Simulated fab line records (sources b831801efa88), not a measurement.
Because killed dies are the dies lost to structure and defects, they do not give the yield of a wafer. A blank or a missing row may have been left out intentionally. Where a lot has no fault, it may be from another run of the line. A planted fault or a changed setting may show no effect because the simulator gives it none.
Shared-tool check -- flow gf180mcu -- Sample size 12 lots and 36 wafers

WHY THIS WAS OPENED
At GF_V3_CD_MEAS_14 the reading cd_nm is flagged on 2 of 12 lots. Fault-free wafers read 259.7 nm, with a standard deviation of 1.2.
Rule: flag the lot when none of its wafers has a number, or when each of its wafers that has one lies beyond 4 standard deviations from that mean. The other lots count as sound.

lot,measured,on,"cd_nm (nm), wafer by wafer",flag
L825,day 22 13:58,cd_sem-02,259.0 260.2 260.1,
L829,day 24 06:25,cd_sem-02,248.7 249.6 250.0,FLAGGED
L833,day 25 15:36,cd_sem-02,248.9 249.1 249.8,FLAGGED
L837,day 26 20:42,cd_sem-01,262.7 261.9 261.4,
L838,day 27 02:16,cd_sem-01,259.5 260.3 259.8,
L840,day 27 22:13,cd_sem-02,258.7 258.9 258.5,
L841,day 28 08:05,cd_sem-01,260.2 259.8 258.7,
L842,day 28 14:52,cd_sem-01,260.6 259.6 260.4,
L843,day 28 15:14,cd_sem-02,259.7 259.2 259.0,
L844,day 28 23:22,cd_sem-01,258.2 257.3 257.8,
L845,day 29 06:04,cd_sem-02,259.3 259.6 259.7,
L846,day 29 14:19,cd_sem-02,260.2 263.2 260.7,
Average over the flagged lots: 249.3 nm; offset from the usual -10.3 nm, equal to -9 standard deviations.

WHICH TOOL EACH LOT WENT THROUGH
3 process steps preceding the reading are held in the record, out of 602 steps in the route. Each cell gives the tool, then ch followed by the chambers the sampled wafers passed through, then the start.
lot,flag,GF_V2_CVD_23,GF_M3_SPUTTER_03,GF_V3_SOFTBAKE_10
L825,,"cvd_w-02 ch 0,1, day 20 12:06","pvd_sputter-02, day 20 12:51","litho_track-04 ch 0, day 22 02:00"
L829,FLAGGED,"cvd_w-01 ch 0,1, day 22 06:26","pvd_sputter-02, day 22 07:11","litho_track-03 ch 0, day 23 19:00"
L833,FLAGGED,"cvd_w-02 ch 0,1, day 23 18:28","pvd_sputter-02, day 23 19:11","litho_track-03 ch 0, day 25 04:00"
L837,,"cvd_w-02 ch 0,1, day 25 00:56","pvd_sputter-04, day 25 01:41","litho_track-04 ch 0, day 26 10:00"
L838,,"cvd_w-01 ch 0,1, day 25 06:26","pvd_sputter-03, day 25 07:11","litho_track-04 ch 0, day 26 16:00"
L840,,"cvd_w-02 ch 0,1, day 26 02:47","pvd_sputter-04, day 26 03:32","litho_track-03 ch 0, day 27 12:00"
L841,,"cvd_w-01 ch 0,1, day 26 13:58","pvd_sputter-04, day 26 14:43","litho_track-03 ch 0, day 27 22:00"
L842,,"cvd_w-01 ch 0,1, day 26 20:42","pvd_sputter-04, day 26 21:28","litho_track-03 ch 0, day 28 05:00"
L843,,"cvd_w-02 ch 0,1, day 26 22:07","pvd_sputter-02, day 26 22:53","litho_track-01 ch 0, day 28 05:00"
L844,,"cvd_w-02 ch 0,1, day 27 05:40","pvd_sputter-04, day 27 06:25","litho_track-03 ch 0, day 28 13:00"
L845,,"cvd_w-02 ch 0,1, day 27 13:38","pvd_sputter-02, day 27 14:22","litho_track-04 ch 0, day 28 21:00"
L846,,"cvd_w-01 ch 1, day 27 21:56","pvd_sputter-03, day 27 22:41","litho_track-03 ch 0, day 29 05:00"
What the steps here do:
- GF_V2_CVD_23: deposits W, target thk 350 nm, time 104.94 s.
- GF_M3_SPUTTER_03: material Ti, target thk 10 nm, time 6.7 s.
- GF_V3_SOFTBAKE_10: time 60 s.
- GF_V3_CD_MEAS_14: target cd 260 nm.

FLAGGED OVER TOTAL, TOOL BY TOOL (the gauges that took the reading come last)
step,tool,lots run,flagged,share of the flagged lots,sound lots run after its first flagged lot
GF_V2_CVD_23,cvd_w-01,5,1,some,"4 (L838,L841,L842,L846)"
GF_V2_CVD_23,cvd_w-02,7,1,some,"5 (L837,L840,L843,L844,L845)"
GF_M3_SPUTTER_03,pvd_sputter-02,5,2,all,"2 (L843,L845)"
GF_M3_SPUTTER_03,pvd_sputter-03,2,0,none,-
GF_M3_SPUTTER_03,pvd_sputter-04,5,0,none,-
GF_V3_SOFTBAKE_10,litho_track-01,1,0,none,-
GF_V3_SOFTBAKE_10,litho_track-03,7,2,all,"5 (L840,L841,L842,L844,L846)"
GF_V3_SOFTBAKE_10,litho_track-04,4,0,none,-
GF_V3_CD_MEAS_14,cd_sem-01,5,0,none,-
GF_V3_CD_MEAS_14,cd_sem-02,7,2,all,"4 (L840,L843,L845,L846)"

WHAT THE TABLE PERMITS
pvd_sputter-02 at GF_M3_SPUTTER_03, litho_track-03 at GF_V3_SOFTBAKE_10 and cd_sem-02 at GF_V3_CD_MEAS_14: these 3 rows of the table ran every flagged lot.
- pvd_sputter-02 at GF_M3_SPUTTER_03 ran 5 lots, 2 of them flagged. Sound lots followed the first flagged one (L843, L845) on it, something a lasting fault affecting the whole tool could not allow.
- litho_track-03 at GF_V3_SOFTBAKE_10 ran 7 lots, 2 of them flagged. Sound lots followed the first flagged one (L840, L841, L842, L844, L846) on it, something a lasting fault affecting the whole tool could not allow. Its own readings lie more than 4 standard deviations out on every wafer of the flagged lots: heater_power_total_W, plate_temp_C.
- cd_sem-02 at GF_V3_CD_MEAS_14 ran 7 lots, 2 of them flagged. Sound lots followed the first flagged one (L840, L843, L845, L846) on it, something a lasting fault affecting the whole tool could not allow.
None of the table's rows ran every flagged lot and, after the first, no sound lot.

WHAT HAD BEEN PUT IN BY THE SIMULATOR
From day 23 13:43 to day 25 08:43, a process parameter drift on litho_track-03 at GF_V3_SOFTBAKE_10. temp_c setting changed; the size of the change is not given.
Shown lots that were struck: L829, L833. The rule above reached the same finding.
